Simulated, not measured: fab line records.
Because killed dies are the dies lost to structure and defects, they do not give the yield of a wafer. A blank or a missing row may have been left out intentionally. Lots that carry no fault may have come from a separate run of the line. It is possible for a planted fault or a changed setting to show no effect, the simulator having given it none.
Which tool did it? / flow sky130 / 11 lots with 33 wafers sampled at 5 steps, on a route of 708 steps

WHAT THE GAUGES SHOWED, per wafer
Not one reading of a measure or inspect step in the record can be checked against a usual standard deviation.

TOOL THAT RAN EACH LOT (tool first, then ch and the chambers of the sampled wafers, then the start)
lot=L747; SKY_POLY_CUT_STRIP_12=plasma-asher-04 ch 0, day 24 11:26; SKY_SD_N_RTA_14=rtp-anneal-01 ch 0, day 28 06:13; SKY_LI_CONTACT_COAT_06=litho-track-01 ch 0, day 28 21:31; SKY_LI_CONTACT_ETCH_14=rie-diel-02 ch 0,2, day 29 11:45; SKY_LI_CONTACT_CMP_24=cmp-02 ch 0,2,3, day 29 12:43
lot=L751; SKY_POLY_CUT_STRIP_12=plasma-asher-01 ch 0,1, day 26 04:26; SKY_SD_N_RTA_14=rtp-anneal-01 ch 0, day 29 19:39; SKY_LI_CONTACT_COAT_06=litho-track-02 ch 0, day 30 10:34; SKY_LI_CONTACT_ETCH_14=rie-diel-02 ch 0,1, day 31 00:51; SKY_LI_CONTACT_CMP_24=cmp-02 ch 0,1,3, day 31 01:46
lot=L753; SKY_POLY_CUT_STRIP_12=plasma-asher-03 ch 0,1, day 27 04:56; SKY_SD_N_RTA_14=rtp-anneal-01 ch 0, day 30 20:38; SKY_LI_CONTACT_COAT_06=litho-track-01 ch 0, day 31 10:38; SKY_LI_CONTACT_ETCH_14=rie-diel-02 ch 0,2,3, day 32 01:41; SKY_LI_CONTACT_CMP_24=cmp-01 ch 0,2, day 32 02:35
lot=L755; SKY_POLY_CUT_STRIP_12=plasma-asher-01 ch 0,1, day 28 09:41; SKY_SD_N_RTA_14=rtp-anneal-01 ch 0, day 32 00:14; SKY_LI_CONTACT_COAT_06=litho-track-01 ch 0, day 32 14:47; SKY_LI_CONTACT_ETCH_14=rie-diel-01 ch 0,1,3, day 33 05:12; SKY_LI_CONTACT_CMP_24=cmp-01 ch 0,1,3, day 33 06:05
lot=L758; SKY_POLY_CUT_STRIP_12=plasma-asher-03 ch 0,1, day 29 04:01; SKY_SD_N_RTA_14=rtp-anneal-01 ch 0, day 32 16:09; SKY_LI_CONTACT_COAT_06=litho-track-01 ch 0, day 33 06:23; SKY_LI_CONTACT_ETCH_14=rie-diel-02 ch 0,1,2, day 33 20:09; SKY_LI_CONTACT_CMP_24=cmp-02 ch 0,3, day 33 21:01
lot=L760; SKY_POLY_CUT_STRIP_12=plasma-asher-01 ch 0,1, day 29 13:53; SKY_SD_N_RTA_14=rtp-anneal-02 ch 0, day 33 03:02; SKY_LI_CONTACT_COAT_06=litho-track-01 ch 0, day 33 17:25; SKY_LI_CONTACT_ETCH_14=rie-diel-04 ch 0,1,2, day 34 06:51; SKY_LI_CONTACT_CMP_24=cmp-01 ch 0,1,2, day 34 07:50
lot=L761; SKY_POLY_CUT_STRIP_12=plasma-asher-01 ch 0, day 29 18:07; SKY_SD_N_RTA_14=rtp-anneal-01 ch 0, day 33 05:25; SKY_LI_CONTACT_COAT_06=litho-track-03 ch 0, day 33 19:25; SKY_LI_CONTACT_ETCH_14=rie-diel-04 ch 0,3, day 34 09:39; SKY_LI_CONTACT_CMP_24=cmp-01 ch 2,3, day 34 10:35
lot=L763; SKY_POLY_CUT_STRIP_12=plasma-asher-03 ch 0,1, day 30 05:23; SKY_SD_N_RTA_14=rtp-anneal-01 ch 0, day 33 17:33; SKY_LI_CONTACT_COAT_06=litho-track-02 ch 0, day 34 08:01; SKY_LI_CONTACT_ETCH_14=rie-diel-01 ch 2,3, day 34 21:51; SKY_LI_CONTACT_CMP_24=cmp-01 ch 1,2,3, day 34 22:59
lot=L766; SKY_POLY_CUT_STRIP_12=plasma-asher-01 ch 0,1, day 31 05:01; SKY_SD_N_RTA_14=rtp-anneal-02 ch 0, day 34 14:53; SKY_LI_CONTACT_COAT_06=litho-track-03 ch 0, day 35 04:57; SKY_LI_CONTACT_ETCH_14=rie-diel-01 ch 1,2, day 35 18:48; SKY_LI_CONTACT_CMP_24=cmp-02 ch 2,3, day 35 19:43
lot=L769; SKY_POLY_CUT_STRIP_12=plasma-asher-03 ch 0,1, day 32 05:14; SKY_SD_N_RTA_14=rtp-anneal-01 ch 0, day 35 19:16; SKY_LI_CONTACT_COAT_06=litho-track-03 ch 0, day 36 08:51; SKY_LI_CONTACT_ETCH_14=rie-diel-01 ch 0,1, day 36 22:51; SKY_LI_CONTACT_CMP_24=cmp-02 ch 2,3, day 36 23:45
lot=L770; SKY_POLY_CUT_STRIP_12=plasma-asher-01 ch 0,1, day 32 09:56; SKY_SD_N_RTA_14=rtp-anneal-02 ch 0, day 35 19:32; SKY_LI_CONTACT_COAT_06=litho-track-02 ch 0, day 36 09:12; SKY_LI_CONTACT_ETCH_14=rie-diel-02 ch 1,2, day 36 23:08; SKY_LI_CONTACT_CMP_24=cmp-02 ch 2,3, day 37 00:03
- SKY_POLY_CUT_STRIP_12: strips in O2/N2.
- SKY_SD_N_RTA_14: time 2 s.
- SKY_LI_CONTACT_COAT_06: resist thk 60 nm.
- SKY_LI_CONTACT_ETCH_14: etches BARC in N2/H2, stops on SiO2, time 45.9 s, target depth 60 nm.
- SKY_LI_CONTACT_CMP_24: polishes, stops on PSG, t overpolish 20 s, target thk 0 nm.

WHAT THE TOOLS THEMSELVES READ (means of the sampled wafers that have a number; where no wafer has one, the mark that the record gives instead)
SKY_POLY_CUT_STRIP_12. Usual: drypump-motor-current-A 5.7 A, standard deviation 0.38; oes-product-au 0.452 a.u., standard deviation 0.005; strip-time-to-endpoint-s 5.357 s, standard deviation 0.017.
lot=L747; tool=plasma-asher-04; drypump-motor-current-A (A)=6.1; oes-product-au (a.u.)=0.453; strip-time-to-endpoint-s (s)=5.384; flag=
lot=L751; tool=plasma-asher-01; drypump-motor-current-A (A)=5.8; oes-product-au (a.u.)=0.453; strip-time-to-endpoint-s (s)=5.363; flag=
lot=L753; tool=plasma-asher-03; drypump-motor-current-A (A)=6.0; oes-product-au (a.u.)=0.453; strip-time-to-endpoint-s (s)=5.347; flag=
lot=L755; tool=plasma-asher-01; drypump-motor-current-A (A)=5.8; oes-product-au (a.u.)=0.448; strip-time-to-endpoint-s (s)=5.368; flag=
lot=L758; tool=plasma-asher-03; drypump-motor-current-A (A)=5.9; oes-product-au (a.u.)=0.456; strip-time-to-endpoint-s (s)=5.371; flag=
lot=L760; tool=plasma-asher-01; drypump-motor-current-A (A)=5.6; oes-product-au (a.u.)=0.449; strip-time-to-endpoint-s (s)=5.349; flag=
lot=L761; tool=plasma-asher-01; drypump-motor-current-A (A)=6.0; oes-product-au (a.u.)=0.452; strip-time-to-endpoint-s (s)=5.344; flag=
lot=L763; tool=plasma-asher-03; drypump-motor-current-A (A)=6.0; oes-product-au (a.u.)=0.455; strip-time-to-endpoint-s (s)=5.368; flag=
lot=L766; tool=plasma-asher-01; drypump-motor-current-A (A)=5.8; oes-product-au (a.u.)=0.451; strip-time-to-endpoint-s (s)=5.356; flag=
lot=L769; tool=plasma-asher-03; drypump-motor-current-A (A)=6.0; oes-product-au (a.u.)=0.451; strip-time-to-endpoint-s (s)=5.344; flag=
lot=L770; tool=plasma-asher-01; drypump-motor-current-A (A)=5.8; oes-product-au (a.u.)=0.450; strip-time-to-endpoint-s (s)=5.358; flag=

SKY_SD_N_RTA_14. Usual: lamp-power-pct 15.73 %, standard deviation 0.054; wafer_temp_C_max 1078.1, standard deviation 1.3.
lot=L747; tool=rtp-anneal-01; lamp-power-pct (%)=15.70; wafer_temp_C_max=1078.0; flag=
lot=L751; tool=rtp-anneal-01; lamp-power-pct (%)=15.77; wafer_temp_C_max=1078.3; flag=
lot=L753; tool=rtp-anneal-01; lamp-power-pct (%)=15.73; wafer_temp_C_max=1078.2; flag=
lot=L755; tool=rtp-anneal-01; lamp-power-pct (%)=15.72; wafer_temp_C_max=1078.2; flag=
lot=L758; tool=rtp-anneal-01; lamp-power-pct (%)=15.73; wafer_temp_C_max=1078.7; flag=
lot=L760; tool=rtp-anneal-02; lamp-power-pct (%)=15.76; wafer_temp_C_max=1077.0; flag=
lot=L761; tool=rtp-anneal-01; lamp-power-pct (%)=15.70; wafer_temp_C_max=1077.4; flag=
lot=L763; tool=rtp-anneal-01; lamp-power-pct (%)=15.68; wafer_temp_C_max=1077.4; flag=
lot=L766; tool=rtp-anneal-02; lamp-power-pct (%)=15.71; wafer_temp_C_max=1077.3; flag=
lot=L769; tool=rtp-anneal-01; lamp-power-pct (%)=15.77; wafer_temp_C_max=1078.1; flag=
lot=L770; tool=rtp-anneal-02; lamp-power-pct (%)=15.72; wafer_temp_C_max=1078.7; flag=

SKY_LI_CONTACT_ETCH_14. Usual: drypump-motor-current-A 5.6 A, standard deviation 0.44; h2-flow-sccm 200.1 sccm, standard deviation 0.66; oes-product-au 0.855 a.u., standard deviation 0.0046; throttle-valve-pct 13.224 %, standard deviation 0.0092.
lot=L747; tool=rie-diel-02; drypump-motor-current-A (A)=5.1; h2-flow-sccm (sccm)=200.0; oes-product-au (a.u.)=0.856; throttle-valve-pct (%)=13.224; flag=
lot=L751; tool=rie-diel-02; drypump-motor-current-A (A)=5.8; h2-flow-sccm (sccm)=200.6; oes-product-au (a.u.)=0.855; throttle-valve-pct (%)=13.233; flag=
lot=L753; tool=rie-diel-02; drypump-motor-current-A (A)=5.2; h2-flow-sccm (sccm)=200.5; oes-product-au (a.u.)=0.860; throttle-valve-pct (%)=13.218; flag=
lot=L755; tool=rie-diel-01; drypump-motor-current-A (A)=5.8; h2-flow-sccm (sccm)=199.8; oes-product-au (a.u.)=0.856; throttle-valve-pct (%)=13.230; flag=
lot=L758; tool=rie-diel-02; drypump-motor-current-A (A)=5.4; h2-flow-sccm (sccm)=199.7; oes-product-au (a.u.)=0.898; throttle-valve-pct (%)=13.230; flag=OFF
lot=L760; tool=rie-diel-04; drypump-motor-current-A (A)=5.7; h2-flow-sccm (sccm)=199.8; oes-product-au (a.u.)=0.893; throttle-valve-pct (%)=13.228; flag=OFF
lot=L761; tool=rie-diel-04; drypump-motor-current-A (A)=5.4; h2-flow-sccm (sccm)=199.6; oes-product-au (a.u.)=0.857; throttle-valve-pct (%)=13.229; flag=
lot=L763; tool=rie-diel-01; drypump-motor-current-A (A)=5.3; h2-flow-sccm (sccm)=200.0; oes-product-au (a.u.)=0.854; throttle-valve-pct (%)=13.229; flag=
lot=L766; tool=rie-diel-01; drypump-motor-current-A (A)=5.9; h2-flow-sccm (sccm)=199.7; oes-product-au (a.u.)=0.857; throttle-valve-pct (%)=13.234; flag=
lot=L769; tool=rie-diel-01; drypump-motor-current-A (A)=6.2; h2-flow-sccm (sccm)=200.5; oes-product-au (a.u.)=0.853; throttle-valve-pct (%)=13.225; flag=
lot=L770; tool=rie-diel-02; drypump-motor-current-A (A)=5.8; h2-flow-sccm (sccm)=199.5; oes-product-au (a.u.)=0.851; throttle-valve-pct (%)=13.220; flag=

SKY_LI_CONTACT_CMP_24. Usual: edge-zone-pressure-frac 1.000, standard deviation 0.0053; motor-current-A 11.0 A, standard deviation 0.92; overpolish-run-s 20.001 s, standard deviation 0.0096; retaining-ring-pressure-frac 1.000, standard deviation 0.0046; time-to-endpoint-s 95 s, standard deviation 4.
lot=L747; tool=cmp-02; edge-zone-pressure-frac=1.000; motor-current-A (A)=10.5; overpolish-run-s (s)=19.995; retaining-ring-pressure-frac=0.997; time-to-endpoint-s (s)=99; flag=
lot=L751; tool=cmp-02; edge-zone-pressure-frac=1.001; motor-current-A (A)=11.1; overpolish-run-s (s)=20.017; retaining-ring-pressure-frac=1.001; time-to-endpoint-s (s)=100; flag=
lot=L753; tool=cmp-01; edge-zone-pressure-frac=1.002; motor-current-A (A)=12.1; overpolish-run-s (s)=19.993; retaining-ring-pressure-frac=1.001; time-to-endpoint-s (s)=93; flag=
lot=L755; tool=cmp-01; edge-zone-pressure-frac=1.001; motor-current-A (A)=10.9; overpolish-run-s (s)=19.997; retaining-ring-pressure-frac=1.001; time-to-endpoint-s (s)=93; flag=
lot=L758; tool=cmp-02; edge-zone-pressure-frac=0.997; motor-current-A (A)=9.9; overpolish-run-s (s)=20.000; retaining-ring-pressure-frac=1.005; time-to-endpoint-s (s)=98; flag=
lot=L760; tool=cmp-01; edge-zone-pressure-frac=1.002; motor-current-A (A)=11.5; overpolish-run-s (s)=20.006; retaining-ring-pressure-frac=0.996; time-to-endpoint-s (s)=94; flag=
lot=L761; tool=cmp-01; edge-zone-pressure-frac=1.002; motor-current-A (A)=11.6; overpolish-run-s (s)=19.998; retaining-ring-pressure-frac=1.001; time-to-endpoint-s (s)=89; flag=
lot=L763; tool=cmp-01; edge-zone-pressure-frac=0.999; motor-current-A (A)=10.9; overpolish-run-s (s)=20.000; retaining-ring-pressure-frac=0.998; time-to-endpoint-s (s)=91; flag=
lot=L766; tool=cmp-02; edge-zone-pressure-frac=0.996; motor-current-A (A)=10.6; overpolish-run-s (s)=20.003; retaining-ring-pressure-frac=1.004; time-to-endpoint-s (s)=92; flag=
lot=L769; tool=cmp-02; edge-zone-pressure-frac=1.004; motor-current-A (A)=10.5; overpolish-run-s (s)=20.004; retaining-ring-pressure-frac=1.000; time-to-endpoint-s (s)=90; flag=
lot=L770; tool=cmp-02; edge-zone-pressure-frac=1.002; motor-current-A (A)=10.3; overpolish-run-s (s)=19.996; retaining-ring-pressure-frac=0.999; time-to-endpoint-s (s)=92; flag=

THE ANSWER, worked out from the rows above alone
Rule: lot off if the mean of its wafers having a number is beyond 3 standard deviations from the usual mean. Also off: a lot with no number at a reading for which 4 or more lots have one. Any other lot the step has rows for is counted as sound. Order of review: gauges by route order, followed by the tools' own readings, for which a lot's mean as printed above is used. The first step at which some lot is off is used, and at that step the reading that is off furthest; a lot without a number counts as furthest.
Off, at SKY_LI_CONTACT_ETCH_14 on oes-product-au: L758, L760.
A tool fits if, at that step or a process step before it, it ran every lot that is off, and no sound lot after the first of them. One candidate fits, namely litho-track-01 at SKY_LI_CONTACT_COAT_06. Its last sound lot is L755 (day 32 14:47), its first lot that is off L758 (day 33 06:23): a fault that began between those two fits.

WHAT HAD BEEN PUT IN BY THE SIMULATOR
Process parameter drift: litho-track-01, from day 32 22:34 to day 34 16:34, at SKY_LI_CONTACT_COAT_06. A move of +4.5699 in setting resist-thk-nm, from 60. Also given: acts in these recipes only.
Shown lots that were struck: L758, L760. The rule above found the same.
